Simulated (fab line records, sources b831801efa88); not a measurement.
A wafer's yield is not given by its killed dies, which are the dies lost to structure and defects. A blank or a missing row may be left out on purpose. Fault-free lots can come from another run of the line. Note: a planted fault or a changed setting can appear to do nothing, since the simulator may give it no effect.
What tool caused it? | flow sky130 | Sampling: 7 lots, 21 wafers, 3 of 708 route steps

== WHAT THE GAUGES READ, wafer by wafer ==
SKY_LDD_N_TW_MEAS_17.
lot  | measured     | on            | LDD_N_TW
L849 | day 17 17:14 | film-metro-01 | 2550 2564 2556
L851 | day 18 13:40 | film-metro-01 | 2562 2549 2569
L853 | day 20 00:07 | film-metro-04 | 2574 2583 2573
L855 | day 20 14:03 | film-metro-01 | 2568 2559 2559
L864 | day 24 01:31 | film-metro-04 | 2429 2430 2427
L868 | day 25 17:04 | film-metro-03 | 2591 2601 2604
L870 | day 26 11:40 | film-metro-03 | 2579 2581 2578

== WHAT TOOL EACH LOT RAN ON (gives the tool, then ch and the chambers of the sampled wafers, and finally the start) ==
lot  | SKY_LDD_N_IMPLANT_08            | SKY_LDD_N_STRIP_16
L849 | implanter-02 ch 0, day 17 15:59 | plasma-asher-03 ch 0,1, day 17 17:08
L851 | implanter-02 ch 0, day 18 12:23 | plasma-asher-04 ch 0,1, day 18 13:34
L853 | implanter-03 ch 0, day 19 22:51 | plasma-asher-03 ch 0,1, day 20 00:02
L855 | implanter-01 ch 0, day 20 10:33 | plasma-asher-02 ch 0,1, day 20 13:57
L864 | implanter-01, day 24 00:15      | plasma-asher-02 ch 0,1, day 24 01:26
L868 | implanter-01 ch 0, day 25 15:48 | plasma-asher-04 ch 0,1, day 25 16:59
L870 | implanter-03 ch 0, day 26 10:22 | plasma-asher-04 ch 0,1, day 26 11:34
- SKY_LDD_N_IMPLANT_08
- SKY_LDD_N_STRIP_16: strips in O2/N2.

== THE ANSWER, worked out from the rows above alone ==
Rule: the usual values come from the lots themselves. Put in order of their means at a reading, lots are off if they are a third of the lots or fewer, leave a main group of 4 or more, and stand apart from it by a gap of 3 or more times the standard deviation of the main group's means; of several such gaps the widest counts. A main group whose means are all the same, to the digits that the tables above print for the reading, isn't used. A lot without any number at a reading at which 4 lots or more have one is off too. Where the step has rows for the other lots, those lots are counted as sound.
Off: L864, seen at SKY_LDD_N_TW_MEAS_17 (LDD_N_TW). Main group: mean 2572, sd 15.
A tool fits if, at a process step before that reading, it ran every lot that is off, and no sound lot after the first of them. Gauges at SKY_LDD_N_TW_MEAS_17: tried the same way as those tools. Can't be told from this: 2 tools fit, plasma-asher-02 at SKY_LDD_N_STRIP_16, film-metro-04 at SKY_LDD_N_TW_MEAS_17.

== WHAT THE SIMULATOR HAD PUT IN ==
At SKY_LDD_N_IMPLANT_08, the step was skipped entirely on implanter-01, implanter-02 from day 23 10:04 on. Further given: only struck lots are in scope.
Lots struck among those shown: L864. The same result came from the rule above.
